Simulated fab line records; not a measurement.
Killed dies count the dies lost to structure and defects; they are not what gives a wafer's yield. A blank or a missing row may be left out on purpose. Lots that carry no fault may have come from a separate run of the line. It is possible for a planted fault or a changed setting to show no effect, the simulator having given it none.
A struck lot beside a sound one    flow gf180mcu    15 steps out of a route of 602
Sound: these wafers, L430.1, L430.2, L430.6. Wafers L447.2, L447.3, L447.5 were the ones struck. Last of all comes the cause.
Order at every step that has rows: each side's tool, ch and its chambers, its first start. Under that, the readings that differ: sound wafers    struck wafers    difference of the means    sigmas: that difference in standard deviations of wafers without a fault.
alike: readings with means less than 2 such deviations apart, plus words and numbers identical on both sides. not compared: withheld readings, readings lacking a value on some wafer, bounds such as >300 that could conceal the same value, and numbers that have no deviation in the record and whose values overlap.
A row with sigmas, a row that says differs or no value, or rows on one side alone: a step with any of these is where the two part. Numbers that don't overlap but have no deviation are shown without sigmas and don't part them. A reading missing from all wafers of one side parts the sides only when that side holds two or more wafers.

first, 5 steps without rows for these wafers: GF_V5_COAT_09 (resist thk 1000 nm); GF_V5_SOFTBAKE_10 (time 60 s); GF_V5_EXPOSE_11 (exposes mask Via5, target cd 260 nm); GF_V5_PEB_12 (peb time 90 s); GF_V5_DEVELOP_13 (develop time 60 s).
GF_V5_CD_MEAS_14: target cd 260 nm.
  sound on cdSem-01, day 27 11:50; struck on cdSem-02, day 32 02:34
  alike: cdNm
GF_V5_OVL_MEAS_15:
  sound on overlay-02, day 27 11:57; struck on overlay-01, day 32 02:41
  alike: V5_OVL
GF_V5_ETCH_16: etches BARC in N2/H2.
  sound on rieDiel-03 ch 1,3, day 27 11:59; struck on rieDiel-03 ch 1,2,3, day 32 02:43
  alike: biasW, drypumpMotorCurrentA, oesProductAu, throttleValvePct
GF_V5_ETCH_17: etches SiO2 in C4F8/O2/Ar, stops on TiN, target depth 855 nm.
  sound: rieDiel-03 ch 1,3; struck: rieDiel-03 ch 1,2,3
reading    sound           struck          difference  sigmas
biasW (W)  1194 1202 1198  1208 1206 1204  +8          +2
  alike: oesProductAu
GF_V5_STRIP_18: strips in O2/N2.
  sound on plasmaAsher-02 ch 0,1, day 27 12:08; struck on plasmaAsher-02 ch 0,1, day 32 02:52
  alike: drypumpMotorCurrentA, heaterPowerW, o2FlowSccm, oesProductAu
  not compared: rfHoursCounterH
then, 2 steps without rows for these wafers: GF_V5_STRIP_19 (strips in post etch residue remover, time 1200 s); GF_V5_CLEAN_20 (cleans in DIW).
GF_V5_SPUTTER_21: material Ti, target thk 15 nm, time 80.02 s.
  sound on pvdSputter-03, day 27 12:40; struck on pvdSputter-01, day 32 03:26
reading                               sound              struck             difference  sigmas
model.Ti_of_V5_SPUTTER_21.thkNm (nm)  15.39 15.28 15.15  18.18 17.96 18.24  +2.85       
  alike: throttleValvePct
GF_V5_SPUTTER_22: material TiN, target thk 10 nm, time 40 s.
  sound on pvdSputter-03, day 27 12:44; struck on pvdSputter-01, day 32 03:29
  alike: throttleValvePct
after that, 1 step had no rows for these wafers: GF_PASSIVATION_PROBE_99.

WHERE THEY PART
Only at GF_V5_ETCH_17, within this record. Later steps at which nothing parts them and some readings are alike: GF_V5_STRIP_18, GF_V5_SPUTTER_21, GF_V5_SPUTTER_22.

WHY: the cause the simulator had injected
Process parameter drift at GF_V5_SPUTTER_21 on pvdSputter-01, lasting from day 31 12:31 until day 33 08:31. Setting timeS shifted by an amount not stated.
